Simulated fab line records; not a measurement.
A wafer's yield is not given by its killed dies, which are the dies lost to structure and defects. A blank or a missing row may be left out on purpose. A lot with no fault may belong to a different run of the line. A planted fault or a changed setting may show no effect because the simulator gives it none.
Which of the tools did it? || flow gf180mcu || Sampling: 7 lots, 21 wafers, 3 of 602 route steps

WHAT THE GAUGES SHOWED, per wafer
GF_VT_IMPLANT_TW_MEAS_10.
{"lot": "L453", "measured": "day 6 10:11", "on": "film-metro-01", "VT_IMPLANT_TW": "556 556 558"}
{"lot": "L456", "measured": "day 6 18:19", "on": "film-metro-02", "VT_IMPLANT_TW": "685 681 683 687 680 684"}
{"lot": "L458", "measured": "day 7 15:04", "on": "film-metro-02", "VT_IMPLANT_TW": "686 681 677 685 681 682"}
{"lot": "L466", "measured": "day 9 11:20", "on": "film-metro-04", "VT_IMPLANT_TW": "705 711 710 713 714 713"}
{"lot": "L469", "measured": "day 10 07:35", "on": "film-metro-02", "VT_IMPLANT_TW": "550 551 551"}
{"lot": "L471", "measured": "day 10 17:56", "on": "film-metro-04", "VT_IMPLANT_TW": "572 570 568"}
{"lot": "L474", "measured": "day 11 14:38", "on": "film-metro-04", "VT_IMPLANT_TW": "565 566 568"}

WHAT TOOL EACH LOT RAN ON (gives the tool, then ch and the chambers of the sampled wafers, and finally the start)
{"lot": "L453", "GF_STI_SOFTBAKE_08": "litho-track-01 ch 0, day 2 09:26", "GF_VT_IMPLANT_IMPLANT_08": "implanter-02 ch 0, day 6 09:56"}
{"lot": "L456", "GF_STI_SOFTBAKE_08": "litho-track-01 ch 0, day 2 20:34", "GF_VT_IMPLANT_IMPLANT_08": "implanter-02 ch 0, day 6 17:45"}
{"lot": "L458", "GF_STI_SOFTBAKE_08": "litho-track-03 ch 0, day 3 08:16", "GF_VT_IMPLANT_IMPLANT_08": "implanter-03 ch 0, day 7 14:29"}
{"lot": "L466", "GF_STI_SOFTBAKE_08": "litho-track-01 ch 0, day 4 23:14", "GF_VT_IMPLANT_IMPLANT_08": "implanter-03 ch 0, day 9 10:47"}
{"lot": "L469", "GF_STI_SOFTBAKE_08": "litho-track-01 ch 0, day 5 15:23", "GF_VT_IMPLANT_IMPLANT_08": "implanter-03 ch 0, day 10 07:20"}
{"lot": "L471", "GF_STI_SOFTBAKE_08": "litho-track-01 ch 0, day 6 00:26", "GF_VT_IMPLANT_IMPLANT_08": "implanter-02 ch 0, day 10 17:41"}
{"lot": "L474", "GF_STI_SOFTBAKE_08": "litho-track-03 ch 0, day 6 16:07", "GF_VT_IMPLANT_IMPLANT_08": "implanter-03 ch 0, day 11 14:25"}
- GF_STI_SOFTBAKE_08: time 61.66 s.
- GF_VT_IMPLANT_IMPLANT_08

THE ANSWER, worked out from the rows above alone
Rule: usual is defined by the lots themselves. The widest of any qualifying gaps counts: lots, ordered by their means at a reading, are off when they make up no more than a third of the lots, leave a main group of 4 or more, and stand apart from it by 3 or more times the standard deviation of that group's means. The tables above print the reading to a certain number of digits; a main group whose means all agree to those digits is not used. Also off: a lot with no number at a reading for which 4 or more lots have one. The other lots that the step has rows for count as sound.
Across all readings shown, no lot is off: no conclusion can be drawn from this.

WHAT THE SIMULATOR HAD INSERTED
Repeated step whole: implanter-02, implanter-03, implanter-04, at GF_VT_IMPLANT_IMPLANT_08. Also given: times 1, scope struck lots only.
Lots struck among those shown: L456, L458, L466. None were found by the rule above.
